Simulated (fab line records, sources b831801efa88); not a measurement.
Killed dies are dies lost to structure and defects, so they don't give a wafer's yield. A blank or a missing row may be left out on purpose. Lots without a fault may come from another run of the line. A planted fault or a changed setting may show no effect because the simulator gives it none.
Which tool did it? | flow gf180mcu | 13 lots, 39 wafers sampled, at 4 steps of a route of 602

WHAT THE GAUGES READ, wafer by wafer
GF_TOP_METAL_OVL_MEAS_15.
lot  | measured     | on         | TOP_METAL_OVL (nm)
L575 | day 28 09:31 | overlay-02 | -0.3 -0.2 0.3
L579 | day 29 11:49 | overlay-01 | 1.9 0.8 2.6
L581 | day 30 05:12 | overlay-02 | 0.4 0.0 1.5
L582 | day 30 11:27 | overlay-01 | 0.5 3.5 2.6
L587 | day 32 05:28 | overlay-01 | 3.5 3.8 2.8
L588 | day 32 07:49 | overlay-01 | 0.9 0.1 1.3
L589 | day 32 10:55 | overlay-02 | 1.0 0.4 1.6
L590 | day 32 17:43 | overlay-02 | -0.3 0.7 -0.3
L592 | day 33 06:07 | overlay-02 | 1.1 0.8 0.8
L593 | day 33 12:04 | overlay-02 | 0.1 3.0 0.1
L594 | day 33 14:45 | overlay-01 | 0.4 -1.2 0.2
L595 | day 33 22:22 | overlay-01 | -1.0 0.7 0.3
L596 | day 34 04:13 | overlay-02 | -0.6 -0.9 -0.1

GF_PASSIVATION_BOW_MEAS_14.
lot  | measured     | on            | PASSIVATION_BOW (um)
L575 | day 29 07:49 | film_metro-04 | 153 147 149
L579 | day 30 09:26 | film_metro-02 | 131 132 135
L581 | day 31 02:03 | film_metro-04 | 128 115 127
L582 | day 31 07:50 | film_metro-04 | 135 135 135
L587 | day 33 01:11 | film_metro-01 | 132 144 132
L588 | day 33 02:51 | film_metro-04 | 135 139 135
L589 | day 33 05:53 | film_metro-02 | 142 145 133
L590 | day 33 12:53 | film_metro-01 | 133 143 134
L592 | day 34 00:17 | film_metro-01 | 132 124 142
L593 | day 34 06:16 | film_metro-04 | 126 124 132
L594 | day 34 08:53 | film_metro-02 | 136 136 138
L595 | day 34 16:01 | film_metro-04 | 136 131 135
L596 | day 34 22:20 | film_metro-02 | 138 149 137

WHICH TOOL RAN EACH LOT (tool, then ch and the chambers of the sampled wafers, then the start)
lot  | GF_V3_CMP_26                  | GF_PASSIVATION_CVD_00
L575 | cmp-02 ch 0,1, day 22 19:55   | pecvd-03 ch 0,2, day 28 10:17
L579 | cmp-01 ch 1,2,3, day 24 01:30 | pecvd-04 ch 0,1,2, day 29 12:33
L581 | cmp-01 ch 1,2,3, day 24 22:40 | pecvd-03 ch 0,1, day 30 05:56
L582 | cmp-02 ch 1,2,3, day 25 06:35 | pecvd-03 ch 0,1,2, day 30 12:13
L587 | cmp-02 ch 0,3, day 27 06:57   | pecvd-03 ch 0,1,2, day 32 06:13
L588 | cmp-01 ch 0,3, day 27 09:49   | pecvd-04 ch 0,1,2, day 32 08:33
L589 | cmp-02 ch 1,3, day 27 14:34   | pecvd-03 ch 0,1, day 32 11:39
L590 | cmp-02 ch 1,2,3, day 27 20:28 | pecvd-03 ch 0,2, day 32 18:26
L592 | cmp-01 ch 0,1,3, day 28 13:26 | pecvd-04 ch 0,1,2, day 33 06:51
L593 | cmp-02 ch 0,2, day 28 19:43   | pecvd-04 ch 0,1,2, day 33 12:48
L594 | cmp-01 ch 0,1, day 28 23:17   | pecvd-04 ch 1,2, day 33 15:31
L595 | cmp-02 ch 0,1,2, day 29 08:31 | pecvd-03 ch 1,2, day 33 23:08
L596 | cmp-02 ch 1,2,3, day 29 14:57 | pecvd-02 ch 1,2, day 34 04:58
- GF_V3_CMP_26: polishes, stops on SiO2, t overpolish 15 s, target thk 0 nm.
- GF_PASSIVATION_CVD_00: deposits SiO2 from TEOS, target thk 1000 nm, time 116.6 s.

WHAT THE TOOLS THEMSELVES READ (means of the sampled wafers that have a number; where no wafer has one, the mark that the record gives instead)
GF_V3_CMP_26.
lot  | tool   | motor_current_A (A) | overpolish_run_s (s) | time_to_endpoint_s (s)
L575 | cmp-02 | 11.7                | 15.007               | 87
L579 | cmp-01 | 11.9                | 14.998               | 84
L581 | cmp-01 | 11.8                | 14.992               | 83
L582 | cmp-02 | 12.1                | 15.012               | 86
L587 | cmp-02 | 12.6                | 14.999               | 89
L588 | cmp-01 | 12.3                | 15.001               | 85
L589 | cmp-02 | 12.6                | 14.993               | 87
L590 | cmp-02 | 12.4                | 14.998               | 84
L592 | cmp-01 | 11.4                | 14.993               | 83
L593 | cmp-02 | 11.9                | 15.001               | 86
L594 | cmp-01 | 10.9                | 14.987               | 84
L595 | cmp-02 | 11.9                | 14.999               | 82
L596 | cmp-02 | 12.5                | 15.000               | 86

GF_PASSIVATION_CVD_00.
lot  | tool     | heater_power_w (W)
L575 | pecvd-03 | 823
L579 | pecvd-04 | 634
L581 | pecvd-03 | 748
L582 | pecvd-03 | 752
L587 | pecvd-03 | 710
L588 | pecvd-04 | 673
L589 | pecvd-03 | 794
L590 | pecvd-03 | 744
L592 | pecvd-04 | 667
L593 | pecvd-04 | 685
L594 | pecvd-04 | 782
L595 | pecvd-03 | 722
L596 | pecvd-02 | 567

THE ANSWER, worked out from the rows above alone
Rule: what is usual is taken from the lots themselves. Put in order of their means at a reading, lots are off if they are a third of the lots or fewer, leave a main group of 4 or more, and stand apart from it by a gap of 3 or more times the standard deviation of the main group's means; of several such gaps the widest counts. A main group whose means are all the same, to the digits that the tables above print for the reading, isn't used. A lot without any number at a reading at which 4 lots or more have one is off too. The other lots that the step has rows for count as sound. The gauges are gone through in route order, then the tools' own readings, and for those a lot's mean is taken as printed above. The first step at which some lot is off is used, and at that step the reading that is off furthest; a lot without a number counts as furthest.
No lot is off at any reading shown: from this, nothing can be told.

WHAT THE SIMULATOR HAD PUT IN
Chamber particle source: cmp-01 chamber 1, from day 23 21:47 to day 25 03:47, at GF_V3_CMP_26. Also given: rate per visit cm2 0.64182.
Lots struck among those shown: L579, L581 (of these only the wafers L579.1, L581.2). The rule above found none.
